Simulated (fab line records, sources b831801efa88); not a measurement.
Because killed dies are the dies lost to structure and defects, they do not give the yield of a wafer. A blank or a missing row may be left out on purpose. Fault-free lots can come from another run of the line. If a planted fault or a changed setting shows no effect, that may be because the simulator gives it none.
Which tool was responsible?	flow gf180mcu	Sampling: 12 lots, 36 wafers, 3 of 602 route steps

WHAT THE GAUGES READ, wafer by wafer
GF_M3_RS_MEAS_05: measures by four-point-probe.
lot	measured	on	M3_ALCU_RS (ohm/sq)
L075	day 20 14:13	film_metro-04	0.0686 0.0688 0.0691
L077	day 21 10:49	film_metro-04	0.0691 0.0692 0.0687
L081	day 22 20:20	film_metro-04	0.0695 0.0686 0.0692
L080	day 22 22:50	film_metro-04	0.0695 0.0698 0.0691
L083	day 23 21:37	film_metro-04	0.0695 0.0685 0.0692
L085	day 24 10:35	film_metro-01	0.0692 0.0701 0.0688
L087	day 25 13:41	film_metro-02	0.0690 0.0690 0.0682
L089	day 26 03:57	film_metro-02	0.0702 0.0690 0.0691
L090	day 26 16:55	film_metro-01	0.0694 0.0693 0.0698
L093	day 27 11:20	film_metro-04	0.0685 0.0684 0.0685
L095	day 27 19:17	film_metro-01	0.0680 0.0683 0.0678
L097	day 28 09:20	film_metro-02	0.0697 0.0693 0.0690

WHICH TOOL RAN EACH LOT (tool, then ch and the chambers of the sampled wafers, then the start)
lot	GF_M1_SPUTTER_02	GF_M2_SPUTTER_00
L075	pvd_sputter-02, day 16 09:12	pvd_sputter-02, day 18 10:08
L077	pvd_sputter-01, day 17 05:10	pvd_sputter-04, day 19 07:16
L081	pvd_sputter-01, day 18 15:11	pvd_sputter-01, day 20 18:13
L080	pvd_sputter-01, day 18 17:55	pvd_sputter-01, day 20 20:52
L083	pvd_sputter-01, day 19 17:10	pvd_sputter-02, day 21 20:52
L085	pvd_sputter-01, day 20 08:05	pvd_sputter-02, day 22 10:05
L087	pvd_sputter-02, day 21 06:55	pvd_sputter-01, day 23 09:50
L089	pvd_sputter-02, day 22 04:59	pvd_sputter-01, day 24 05:28
L090	pvd_sputter-01, day 22 18:12	pvd_sputter-01, day 24 18:26
L093	pvd_sputter-01, day 23 08:28	pvd_sputter-01, day 25 13:04
L095	pvd_sputter-03, day 24 01:10	pvd_sputter-01, day 25 22:33
L097	pvd_sputter-02, day 24 11:26	pvd_sputter-01, day 26 12:25
- GF_M1_SPUTTER_02: material AlCu, target thk 450 nm, time 23.9 s.
- GF_M2_SPUTTER_00: material Ti, target thk 37.5 nm, time 150 s.

THE ANSWER, worked out from the rows above alone
Rule: usual is defined by the lots themselves. Put in order of their means at a reading, lots are off if they are a third of the lots or fewer, leave a main group of 4 or more, and stand apart from it by a gap of 3 or more times the standard deviation of the main group's means; of several such gaps the widest counts. The tables above print the reading to a certain number of digits; a main group whose means all agree to those digits is not used. Also off: a lot with no number at a reading for which 4 or more lots have one. Where the step has rows for the other lots, those lots are counted as sound.
None of the lots is off at any reading shown; this tells nothing.

WHAT HAD BEEN PUT IN BY THE SIMULATOR
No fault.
